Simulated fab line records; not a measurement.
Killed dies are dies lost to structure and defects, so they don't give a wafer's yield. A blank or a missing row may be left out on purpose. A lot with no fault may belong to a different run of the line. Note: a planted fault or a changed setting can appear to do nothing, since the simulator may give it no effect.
Split-lot trial ; flow gf180mcu ; 23 wafers read from 5 lots, route of 602 steps

== ABOUT THE SPLIT ==
At GF_M4_SPUTTER_04 (material TiN, target thk 50 nm, time 41.7 s), the setting timeS was moved away from the recipe's 41.7 s on 7 of the 23 wafers read, by +9.5% to +14.6%. All remaining wafers had this setting at the recipe value.

The reading is taken at the split's own step.

== THE READING ==
TiN_of_M4_SPUTTER_04.thkNm (the simulator's own value, which no gauge read), in nm, at GF_M4_SPUTTER_04 (material TiN, target thk 50 nm, time 41.7 s). No usual value for it is given in the file. Here, 16 wafers ran the recipe; their average is 50.02 nm with a standard deviation of 0.68 nm.

wafer;tool, chamber at the split;timeS as run, s;against the recipe;TiN_of_M4_SPUTTER_04.thkNm, nm;against lot-mates on the recipe
L075.1;pvdSputter-01, -;41.7;recipe;49.57;-
L075.2;pvdSputter-01, -;41.7;recipe;48.57;-
L075.4;pvdSputter-01, -;41.7;recipe;49.92;-
L075.5;pvdSputter-01, -;47.43;+13.7%;56.05;+6.70
L075.6;pvdSputter-01, -;47.43;+13.7%;56.67;+7.32
L082.1;pvdSputter-01, -;45.68;+9.5%;55.12;+5.62
L082.2;pvdSputter-01, -;45.68;+9.5%;54.56;+5.06
L082.3;pvdSputter-01, -;45.68;+9.5%;54.71;+5.21
L082.4;pvdSputter-01, -;41.7;recipe;48.81;-
L082.5;pvdSputter-01, -;41.7;recipe;50.19;-
L083.2;pvdSputter-01, -;41.7;recipe;50.31;-
L083.3;pvdSputter-01, -;41.7;recipe;50.23;-
L083.4;pvdSputter-01, -;41.7;recipe;48.92;-
L084.1;pvdSputter-04, -;41.7;recipe;50.66;-
L084.2;pvdSputter-04, -;47.8;+14.6%;57.77;+7.04
L084.3;pvdSputter-04, -;41.7;recipe;50.55;-
L084.4;pvdSputter-04, -;47.8;+14.6%;58.12;+7.39
L084.5;pvdSputter-04, -;41.7;recipe;50.98;-
L085.1;pvdSputter-02, -;41.7;recipe;50.44;-
L085.2;pvdSputter-02, -;41.7;recipe;50.21;-
L085.3;pvdSputter-02, -;41.7;recipe;50.56;-
L085.4;pvdSputter-02, -;41.7;recipe;50.23;-
L085.6;pvdSputter-02, -;41.7;recipe;50.16;-

THE FIT
A straight line over all 23 wafers: TiN_of_M4_SPUTTER_04.thkNm changes by +0.504 nm for each +1% of timeS; r = +0.98; the points scatter about the line by 0.66 nm.
The same after taking each lot's own level away (the mean of its wafers on the recipe; 23 wafers): +0.513 nm for each +1%; r = +0.99; scatter 0.46 nm.
On that fit, the largest move of timeS shifts the reading by 7.5 nm.
The span of the lots' own levels, 49.353 to 50.730 nm, comes to 2.0 times the standard deviation stated above.
So the lot-to-lot level changes the slope little: the two slopes agree.
Check: +7.65 nm against its lot-mates is what the line predicts for one of the wafers moved furthest among these (+14.6%) when that wafer is left out of the fit. Against them it came out at +7.04 nm.

== ADDITIONAL SPLITS CARRIED BY THESE WAFERS ==
These wafers also went through other splits before the reading. Each is held against what the fit with the lots' levels taken away leaves over:
other split on the same wafers;wafers away from the commonest value;r with TiN_of_M4_SPUTTER_04.thkNm (lot level and that fit taken away)
GF_V2_ETCH_16 sourceW;5;-0.05
GF_V2_CVD_23 pressureTorr;15;+0.06
GF_M3_SPUTTER_04 timeS;4;-0.31
GF_M3_STRIP_17 platenTempC;9;-0.26
GF_V3_EXPOSE_11 doseMj;6;-0.39

== FILE'S OWN FIT ==
TiN_of_M4_SPUTTER_04.thkNm changes by +0.511 nm for each +1% of timeS, r = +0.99.
